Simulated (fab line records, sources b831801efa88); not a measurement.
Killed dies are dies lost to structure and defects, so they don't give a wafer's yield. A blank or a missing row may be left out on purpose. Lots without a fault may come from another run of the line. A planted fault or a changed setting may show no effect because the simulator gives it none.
Chamber matching | flow sky130 | SKY_POLY_CUT_ETCH_10 on rie_diel-03: 4 sister chambers
The step etches BARC in N2/H2, stops on SiO2, time 45.9 s, target depth 60 nm. 14 wafers are shown with their chamber, then 7 later ones without.

WAFERS WITH THEIR CHAMBER
wafer  | chamber | drypump_motor_current_A (A) | throttle_valve_pct (%) | oes_product_au (a.u.)
L866.2 | 1       | 6.0                         | 13.236                 | 0.859
L866.3 | 3       | 6.1                         | 13.235                 | 0.854
L866.4 | 2       | 5.8                         | 13.231                 | 0.858
L870.2 | 0       | 5.3                         | 13.228                 | 0.857
L870.3 | 1       | 6.1                         | 13.221                 | 0.860
L870.6 | 1       | 6.0                         | 13.232                 | 0.851
L877.1 | 2       | 5.9                         | 13.226                 | 0.853
L877.3 | 0       | 5.3                         | 13.225                 | 0.853
L877.5 | 2       | 5.8                         | 13.231                 | 0.850
L879.1 | 0       | 5.3                         | 13.214                 | 0.853
L879.3 | 1       | 6.0                         | 13.216                 | 0.856
L879.5 | 2       | 5.9                         | 13.215                 | 0.851
L881.1 | 1       | 6.0                         | 13.228                 | 0.855
L881.2 | 0       | 5.3                         | 13.226                 | 0.849

SIGNATURES (means of the wafers above)
reading                 | chamber 0 | chamber 1 | chamber 2 | chamber 3 | scatter within a chamber
drypump_motor_current_A | 5.300     | 6.020     | 5.850     | 6.100     | 0.0424
throttle_valve_pct      | 13.22325  | 13.22660  | 13.22575  | 13.23500  | 0.00743
oes_product_au          | 0.85300   | 0.85620   | 0.85300   | 0.85400   | 0.00348
Rule: a wafer's distance from a chamber is the root of the sum, over the readings, of the square of ((its reading less the chamber's mean) divided by the reading's scatter). The wafer belongs to the nearest chamber; if the next one is less than 2 further off, it can't be placed. The scatter: the root of (the sum of the squares of (reading less its chamber's mean) over the shown wafers, divided by (wafers less chambers)).

WAFERS WITHOUT THEIR CHAMBER
wafer  | drypump_motor_current_A (A) | throttle_valve_pct (%) | oes_product_au (a.u.)
L881.6 | 6.1                         | 13.241                 | 0.855
L883.2 | 5.9                         | 13.226                 | 0.852
L883.3 | 6.2                         | 13.224                 | 0.857
L883.4 | 5.3                         | 13.216                 | 0.848
L887.1 | 5.3                         | 13.226                 | 0.845
L887.2 | 5.8                         | 13.223                 | 0.849
L887.4 | 6.0                         | 13.227                 | 0.854

WHICH CHAMBER EACH WENT THROUGH
wafer  | from the rows above     | in truth
L881.6 | can't be placed: 3 or 1 | 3
L883.2 | can't be placed: 2 or 1 | 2
L883.3 | can't be placed: 3 or 1 | 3
L883.4 | 0                       | 0
L887.1 | 0                       | 0
L887.2 | 2                       | 2
L887.4 | can't be placed: 1 or 3 | 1
Placed correctly: 3 of 7. Can't be placed from these rows: 4 (the true chamber is among the candidates in 4). Placed wrongly: 0.
